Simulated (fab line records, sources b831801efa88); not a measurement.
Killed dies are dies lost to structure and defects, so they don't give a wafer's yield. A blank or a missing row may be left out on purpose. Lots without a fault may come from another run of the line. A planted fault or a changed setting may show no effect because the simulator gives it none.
fab line records | flow sky130
record lots=6 wafers=18 last_day=50
route steps=708 shown GATE_OXIDE@191 POLY_GATE@204 PAD_OPEN@708
lots that met no fault: from a run of the same line without faults
start_h: hours from the record's first day to the start of the lot's first wafer shown | wait_h: hours since the lot's step before | " the same as in the row above | L1.1+2: a row that stands for several wafers | - no value, or no start given | * or withheld: withheld | < > ~ a bound
route shown NAME@n: a module of which the file shows steps, and the number in the route of the first | usual: mean/standard deviation of fault-free wafers | same: alike in all rows | chamber/n: place in a boat | sites: the reading at each site | _std_site: their standard deviation | _edge_site: outer sites' mean less inner sites' | radius_mm: how far each site lies from the wafer's centre | mask NAME#n: copy n | behind: the tool/chamber that last shaped the wafer | hold: why the lot was held/for how many hours/how that ended | device: the transistor (n, p or np) that didn't switch | end of line: the same wafers' tests at the end of the route | a step without rows: its recipe alone | killed: dies lost to structure and defects at the first sort, not the wafer's yield | map: a wafer's dies, x killed, . not, _ none there
set.NAME: the setting as run; set.NAME@STEP: as run at that earlier step | model.NAME: the simulator's own value behind a step, which no gauge read
lots at some steps of the route; a table a step, a row a wafer
services: from which hour (start_h, from the record's first day; less than 0 if before it) a tool's chamber was out of use, for how many hours, and why
## steps
# step SKY_GATE_OXIDE_HMDS_04
# recipe prime_time_s=60 prime_temp_c=120
# step SKY_GATE_OXIDE_COAT_05
# recipe resist=NOVOLAK spin_rpm=3000 resist_thk_nm=1140
# step SKY_GATE_OXIDE_SOFTBAKE_06
# recipe temp_c=90 time_s=60 resist=NOVOLAK
# step SKY_GATE_OXIDE_EXPOSE_07
# recipe mask_id=LVOM na=0.6 source_shape=conventional sigma_outer=0.6 polarization=unpolarized target_cd_nm=600 dose_mj=170
# step SKY_GATE_OXIDE_PEB_08
# recipe temp_c=withheld time_s=* resist=NOVOLAK
# step SKY_GATE_OXIDE_DEVELOP_09
# recipe resist=NOVOLAK developer=TMAH develop_time_s=60 dev_temp_c=23
# step SKY_GATE_OXIDE_OVL_MEAS_10
# usual GATE_OXIDE_OVL=0.5/1.8
# columns lot.wafer tool chamber start_h wait_h GATE_OXIDE_OVL[nm]
L287.1 overlay-02 - 337.25 0.1 2.2
L287.4 " - " " 3.2
L287.6 " - " " 2.6
L295.2 overlay-01 - 402.44 0.1 1.3
L295.4 " - " " 0.4
L295.6 " - " " 0.3
L296.1 overlay-02 - 411.04 0.1 3.1
L296.3 " - " " 3.2
L296.6 " - " " 2.5
L301.2 overlay-02 - 455.54 0.1 0.6
L301.3 " - " " 1.5
L301.6 " - " " 1.4
L304.2 overlay-02 - 478.84 0.1 1.9
L304.4 " - " " -0.5
L304.6 " - " " 0.5
L307.1 overlay-01 - 520.05 0.1 1.2
L307.2 " - " " 1.4
L307.6 " - " " 1.2
# step SKY_GATE_OXIDE_IMPLANT_11
# recipe species=B energy_kev=10 dose_cm2=2.6e+12 tilt_deg=withheld
# step SKY_GATE_OXIDE_WET_ETCH_12
# recipe chemistry=dHF target_depth_nm=16.8 dry=n2_spin target=SiO2 dilution=100:1 temp_c=25 time_s=336
# step SKY_GATE_OXIDE_STRIP_13
# recipe chemistry=O2/N2 power_w=1400 pressure_mtorr=1500 platen_temp_c=withheld o2_flow_sccm=3000 n2_flow_sccm=300 overash_fraction=0.5
# usual drypump_motor_current_A=6.05/0.26 oes_product_au=0.716/0.0043 strip_time_to_endpoint_s=14.18/0.039
# columns lot.wafer tool chamber start_h wait_h drypump_motor_current_A oes_product_au rf_hours_counter_h strip_time_to_endpoint_s
L287.1 plasma_asher-02 1 337.54 0.0 6.39 0.716 54 14.11
L287.4 " 0 " " 6.08 0.713 - 14.11
L287.6 " 1 " " 6.38 0.715 - 14.13
L295.2 plasma_asher-02 0 402.73 0.0 6.12 0.717 61 14.22
L295.4 " 0 " " 6.11 0.716 - 14.15
L295.6 " 0 " " 6.06 0.715 - 14.21
L296.1 plasma_asher-03 0 411.33 0.0 5.70 0.716 27 14.16
L296.3 " 0 " " 5.70 0.717 - 14.21
L296.6 " 0 " " 5.71 0.711 - 14.20
L301.2 plasma_asher-02 0 455.84 0.0 6.07 0.721 66 14.19
L301.3 " 0 " " 6.11 0.721 - 14.21
L301.6 " 1 " " 6.37 0.717 - 14.24
L304.2 plasma_asher-02 0 479.12 0.0 6.07 0.718 69 14.23
L304.4 " 1 " " 6.32 0.707 - 14.22
L304.6 " 0 " " 6.07 0.711 - 14.23
L307.1 plasma_asher-03 0 520.35 0.0 5.72 0.715 38 14.19
L307.2 " 1 " " 6.15 0.714 38 14.14
L307.6 " 1 " " 6.14 0.716 - 14.04
# step SKY_GATE_OXIDE_TW_MEAS_14
# usual GATE_OXIDE_TW=224.1/1.9
# columns lot.wafer tool chamber start_h wait_h GATE_OXIDE_TW
L287.1 film_metro-04 - 337.64 0.1 226.8
L287.4 " - " " 226.3
L287.6 " - " " 228.1
L295.2 film_metro-01 - 402.84 0.1 222.9
L295.4 " - " " 223.4
L295.6 " - " " 223.5
L296.1 film_metro-03 - 411.43 0.1 223.3
L296.3 " - " " 224.2
L296.6 " - " " 224.6
L301.2 film_metro-01 - 455.95 0.1 224.1
L301.3 " - " " 224.3
L301.6 " - " " 223.6
L304.2 film_metro-04 - 479.23 0.1 226.5
L304.4 " - " " 226.3
L304.6 " - " " 228.2
L307.1 film_metro-03 - 520.45 0.1 223.7
L307.2 " - " " 222.3
L307.6 " - " " 223.8
# step SKY_GATE_OXIDE_CLEAN_15
# recipe chemistry=SC1/SC2 mix=1:4:20 temp_c=70 time_s=150 dry=n2_spin
# step SKY_GATE_OXIDE_OXIDATION_16
# recipe temp_c=800 ambient=O2 idle_temp_c=700 ramp_up_c_per_min=10 ramp_down_c_per_min=3 stabilise_s=600 purge_s=300 target_thk_a=35.7 ox_time_s=1915
# usual ramp_up_c_per_min=10.000/0.0017 spike_tc_bottom_C=818.9/1.4 spike_tc_centre_C=800.8/1.1 spike_tc_lower_C=800.7/0.96 spike_tc_top_C=815.3/1.8 spike_tc_upper_C=801.8/1.1
# columns lot.wafer tool chamber start_h wait_h ramp_up_c_per_min spike_tc_bottom_C spike_tc_centre_C spike_tc_lower_C spike_tc_top_C spike_tc_upper_C model.SiO2_of_GATE_OXIDE_OXIDATION_01.thk_nm
L287.1 furnace-02 0 338.03 0.3 10.001 820.5 801.6 801.1 815.6 801.9 11.71
L287.4 " 0 " " 10.001 821.4 802.4 801.5 814.7 801.9 11.76
L287.6 " 0 " " 9.9983 820.0 800.9 801.0 812.6 798.2 11.7
L295.2 furnace-01 0 402.94 0.0 10.000 807.9 792.0 790.7 805.8 791.6 11.34
L295.4 " 0 " " 9.9975 808.4 791.2 791.4 808.8 791.1 11.41
L295.6 " 0 " " 10.001 807.3 791.2 792.7 807.6 791.5 11.23
L296.1 furnace-01 0 412.25 0.7 9.9971 807.6 790.3 791.1 805.3 791.9 11.51
L296.3 " 0 " " 9.9981 808.5 791.9 789.2 807.4 790.3 11.63
L296.6 " 0 " " 10.000 809.7 792.3 790.6 807.6 793.1 11.53
L301.2 furnace-02 0 456.05 0.0 9.9979 819.8 799.1 800.5 812.3 800.2 11.56
L301.3 " 0 " " 10.000 817.8 800.6 800.0 811.1 800.2 11.59
L301.6 " 0 " " 10.000 818.1 801.0 801.7 815.0 802.2 11.81
L304.2 furnace-02 0 479.33 0.0 9.9998 819.1 800.6 800.7 814.1 802.6 11.67
L304.4 " 0 " " 9.9991 820.4 799.3 800.8 814.3 801.1 11.72
L304.6 " 0 " " 9.9991 819.2 801.9 800.2 815.0 800.9 11.77
L307.1 furnace-01 0 520.56 0.0 10.001 818.9 800.7 801.2 819.2 802.9 11.73
L307.2 " 0 " " 9.9974 817.8 801.8 800.9 815.6 803.0 11.67
L307.6 " 0 " " 10.002 817.7 799.8 801.0 816.6 802.3 11.87
# step SKY_POLY_GATE_CVD_00
# recipe material=poly-Si target_thk_nm=180 temp_c=620 time_s=720 pressure_mtorr=200
# step SKY_PAD_OPEN_PROBE_99
# usual killed_at_M0_to_M3=43/6.8 killed_at_M4_up=3.3/2.1 killed_at_contacts=24/5 killed_at_front_end=15/4.4 killed_at_other=0.3/0.57 killed_dies=86/9.7 killed_open=47/7.3 killed_short=39/6.1
# same gross_dies=492 killed_at_back_side=0
# columns lot.wafer tool chamber start_h wait_h killed_at_M0_to_M3 killed_at_M4_up killed_at_contacts killed_at_front_end killed_at_other killed_dies killed_open killed_short model.etest.nfet_01v8_lvt.drive_ua_um model.etest.nfet_01v8_swapped.drive_ua_um model.etest.nfet_01v8_turned.drive_ua_um model.etest.nfet_01v8.drive_ua_um model.etest.sram_nfet_pass.drive_ua_um model.etest.nfet_05v0_nvt.drive_ua_um model.etest.cap_thin_oxide.gate_log10_a_cm2 model.etest.cap_thick_oxide.gate_log10_a_cm2
L287.1 prober-01 - 1103.21 0.1 39 10 28 24 2 103 52 47 568.1 492.1 491.7 495.7 473.3 581.5 -6.959 -7.206
L287.4 prober-01 - 1103.36 0.2 53 7 22 12 1 95 49 45 593.3 516.6 516.7 514.4 492.6 575.2 -6.714 -7.276
L295.2 prober-01 - 1143.43 0.1 45 7 23 8 0 83 39 42 578 505.8 509.3 503.9 516.8 586.6 -6.861 -6.685
L295.4 prober-01 - 1143.53 0.2 48 6 22 8 0 84 40 44 584.7 514.9 512 513.6 486.8 584.1 -6.72 -6.769
L295.6 prober-01 - 1143.63 0.2 46 6 23 14 0 89 46 43 569.9 503.9 499.9 501.6 482.9 590 -6.799 -6.589
L296.1 prober-02 - 1150.95 0.1 44 7 23 27 0 101 56 45 609.2 537.6 535 541.9 514.1 587.2 -6.17 -6.923
L296.3 prober-02 - 1151.05 0.2 45 1 28 15 1 90 47 43 624.1 546.2 551.1 546.7 521.7 583.5 -6.158 -7.089
L296.6 prober-02 - 1151.20 0.2 38 6 21 13 0 78 43 35 631.2 562.5 563.9 557.1 547.7 584 -5.92 -6.947
L301.2 prober-01 - 1175.68 0.1 31 4 24 14 0 73 46 27 565.4 501.3 498.4 498 491.4 580.8 -7.169 -7.003
L301.3 prober-01 - 1175.73 0.2 41 4 19 25 0 89 47 41 575.6 511.2 506.4 506.4 492.7 575 -7.03 -7.141
L301.6 prober-01 - 1175.88 0.2 48 3 22 16 0 89 48 41 558.6 495.4 493.8 494 470.2 575.7 -7.532 -7.32
L304.2 prober-02 - 1186.76 0.1 48 4 25 17 0 94 55 39 581.4 510.9 509.5 508.5 506.7 578 -7.316 -7.199
L304.4 prober-02 - 1186.86 0.2 44 4 31 18 0 97 54 43 576.4 503.3 508.1 502.6 500.2 572.1 -7.189 -7.19
L304.6 prober-02 - 1186.96 0.2 33 0 15 21 0 69 33 36 586 511.3 511.8 514.1 503.1 571.7 -6.997 -7.251
L307.1 prober-01 - 1206.46 0.1 42 2 19 22 0 85 41 43 550.4 480.1 478.2 479.5 474.5 573.3 -7.015 -7.204
L307.2 prober-01 - 1206.51 0.1 43 1 31 17 0 92 47 43 561.4 488.7 487.1 488.3 481.4 577.5 -7.288 -7.092
L307.6 prober-01 - 1206.71 0.2 38 0 26 21 1 86 47 38 566.1 492.6 498.3 496.9 473.7 566.5 -7.177 -7.361
# killed by level:class
L287.1 LI_CONTACT:geometric_particle:open=9 CONTACT:geometric_particle:open=8 METAL4:geometric_particle:short=8 POLY_GATE:geometric_particle:open=6 METAL2:geometric_particle:short=6 VIA3:geometric_particle:open=6 CONTACT:geometric_particle:short=6 METAL1:geometric_particle:short=5
L287.4 VIA1:geometric_particle:open=10 VIA3:geometric_particle:open=9 VIA2:geometric_particle:open=8 CONTACT:geometric_particle:open=8 LI_CONTACT:geometric_particle:open=7 VIA2:geometric_particle:short=7 METAL4:geometric_particle:short=6 VIA1:geometric_particle:short=5
L295.2 LI_CONTACT:geometric_particle:open=9 CONTACT:geometric_particle:short=9 VIA1:geometric_particle:open=8 METAL2:geometric_particle:short=7 VIA1:geometric_particle:short=6 VIA3:geometric_particle:open=6 VIA2:geometric_particle:open=5 METAL1:geometric_particle:short=4
L295.4 CONTACT:geometric_particle:open=9 VIA1:geometric_particle:open=8 VIA2:geometric_particle:open=8 VIA1:geometric_particle:short=7 METAL2:geometric_particle:short=6 LI_CONTACT:geometric_particle:open=5 METAL4:geometric_particle:short=5 CONTACT:geometric_particle:short=4
L295.6 VIA1:geometric_particle:open=9 LI_CONTACT:geometric_particle:open=7 CONTACT:geometric_particle:open=7 FIELD_ISO:geometric_particle:open=6 METAL4:geometric_particle:short=6 VIA1:geometric_particle:short=5 METAL2:geometric_particle:short=5 METAL3:geometric_particle:short=5
L296.1 CONTACT:geometric_particle:open=12 POLY_GATE:geometric_particle:open=9 FIELD_ISO:geometric_particle:open=7 METAL4:geometric_particle:short=7 VIA1:geometric_particle:open=7 FIELD_ISO:geometric_particle:short=6 METAL1:geometric_particle:short=6 METAL2:geometric_particle:short=6
L296.3 CONTACT:geometric_particle:open=10 METAL2:geometric_particle:short=8 LI_CONTACT:geometric_particle:open=8 VIA3:geometric_particle:open=8 VIA1:geometric_particle:short=7 VIA1:geometric_particle:open=7 LOCAL_INTERCONNECT:geometric_particle:short=5 METAL1:geometric_particle:short=4
L296.6 VIA2:geometric_particle:open=10 CONTACT:geometric_particle:open=9 VIA1:geometric_particle:open=6 FIELD_ISO:geometric_particle:open=5 LI_CONTACT:geometric_particle:open=5 METAL1:geometric_particle:short=4 VIA3:geometric_particle:short=4 POLY_GATE:geometric_particle:open=3
L301.2 VIA1:geometric_particle:open=9 LI_CONTACT:geometric_particle:open=9 CONTACT:geometric_particle:open=8 METAL1:geometric_particle:short=5 VIA2:geometric_particle:open=5 POLY_GATE:geometric_particle:open=4 POLY_GATE:geometric_particle:short=4 LOCAL_INTERCONNECT:geometric_particle:short=4
L301.3 VIA1:geometric_particle:open=10 POLY_GATE:geometric_particle:open=6 LOCAL_INTERCONNECT:geometric_particle:short=6 VIA2:geometric_particle:open=6 VIA3:geometric_particle:open=6 METAL2:geometric_particle:short=5 POLY_GATE:geometric_particle:short=4 CONTACT:geometric_particle:short=4
L301.6 VIA1:geometric_particle:open=12 LI_CONTACT:geometric_particle:open=9 VIA2:geometric_particle:open=9 METAL2:geometric_particle:short=7 METAL1:geometric_particle:short=5 VIA3:geometric_particle:open=5 LOCAL_INTERCONNECT:geometric_particle:short=4 CONTACT:geometric_particle:open=4
L304.2 VIA3:geometric_particle:open=10 CONTACT:geometric_particle:open=8 VIA1:geometric_particle:open=8 LI_CONTACT:geometric_particle:open=7 METAL2:geometric_particle:short=7 METAL1:geometric_particle:short=7 LOCAL_INTERCONNECT:geometric_particle:short=6 VIA2:geometric_particle:open=5
L304.4 VIA1:geometric_particle:open=14 LI_CONTACT:geometric_particle:open=9 CONTACT:geometric_particle:open=9 POLY_GATE:geometric_particle:open=6 VIA2:geometric_particle:open=6 CONTACT:geometric_particle:short=5 LOCAL_INTERCONNECT:geometric_particle:short=5 METAL1:geometric_particle:short=4
L304.6 VIA1:geometric_particle:open=10 FIELD_ISO:geometric_particle:short=8 CONTACT:geometric_particle:open=7 METAL1:geometric_particle:short=6 METAL3:geometric_particle:short=6 POLY_GATE:geometric_particle:short=4 LI_CONTACT:geometric_particle:open=4 VIA1:geometric_particle:short=4
L307.1 VIA3:geometric_particle:open=9 CONTACT:geometric_particle:open=9 METAL1:geometric_particle:short=9 FIELD_ISO:geometric_particle:short=8 VIA1:geometric_particle:open=6 VIA2:geometric_particle:open=6 POLY_GATE:geometric_particle:short=5 POLY_GATE:geometric_particle:open=5
L307.2 CONTACT:geometric_particle:open=13 CONTACT:geometric_particle:short=9 VIA1:geometric_particle:open=8 FIELD_ISO:geometric_particle:short=7 VIA3:geometric_particle:short=6 LI_CONTACT:geometric_particle:open=6 VIA2:geometric_particle:open=6 METAL1:geometric_particle:short=5
L307.6 LI_CONTACT:geometric_particle:open=9 VIA1:geometric_particle:open=9 CONTACT:geometric_particle:open=7 VIA2:geometric_particle:short=6 VIA3:geometric_particle:open=5 METAL1:geometric_particle:short=5 POLY_GATE:geometric_particle:open=4 LOCAL_INTERCONNECT:geometric_particle:short=4
## services
# columns tool chamber start_h hours kind
furnace-01 - 367.70 3.7 pm
plasma_asher-03 - 373.65 14.6 pm
furnace-02 - 465.83 3.2 pm
furnace-01 - 501.24 3.8 pm
furnace-02 - 505.72 3.4 pm
furnace-02 - 512.32 3.8 pm
## key
first_sign step=SKY_GATE_OXIDE_OXIDATION_16 reading=spike_tc_lower_C direction=down sigmas=10 usual=800.7 struck=791.0
effect step=SKY_GATE_OXIDE_OXIDATION_16 reading=spike_tc_upper_C direction=down sigmas=9.6 usual=801.8 struck=791.6
model_effect step=SKY_GATE_OXIDE_OXIDATION_16 value=SiO2_of_GATE_OXIDE_OXIDATION_01.thk_nm without=11.71 struck=11.44
model_effect step=SKY_PAD_OPEN_PROBE_99 value=etest.nfet_01v8_lvt.drive_ua_um without=570 struck=599.5
met_at SKY_GATE_OXIDE_OXIDATION_16
struck_wafers L295.2,L295.4,L295.6,L296.1,L296.3,L296.6
tester_left_out L295,L296
fault kind=process_parameter_drift tool=furnace-01 chamber=- onset_h=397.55 steps=SKY_GATE_OXIDE_OXIDATION_16 channel=temp_c offset=* shape=step end_h=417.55 acts_in=* stated=*
# tester_left_out: of these lots the tester's yield and bins aren't shown, on N5 and GAA mostly nor the transistor test; their killed dies are dies lost to structure and defects alone, not to doping, threshold or leakage, so they don't give the yield
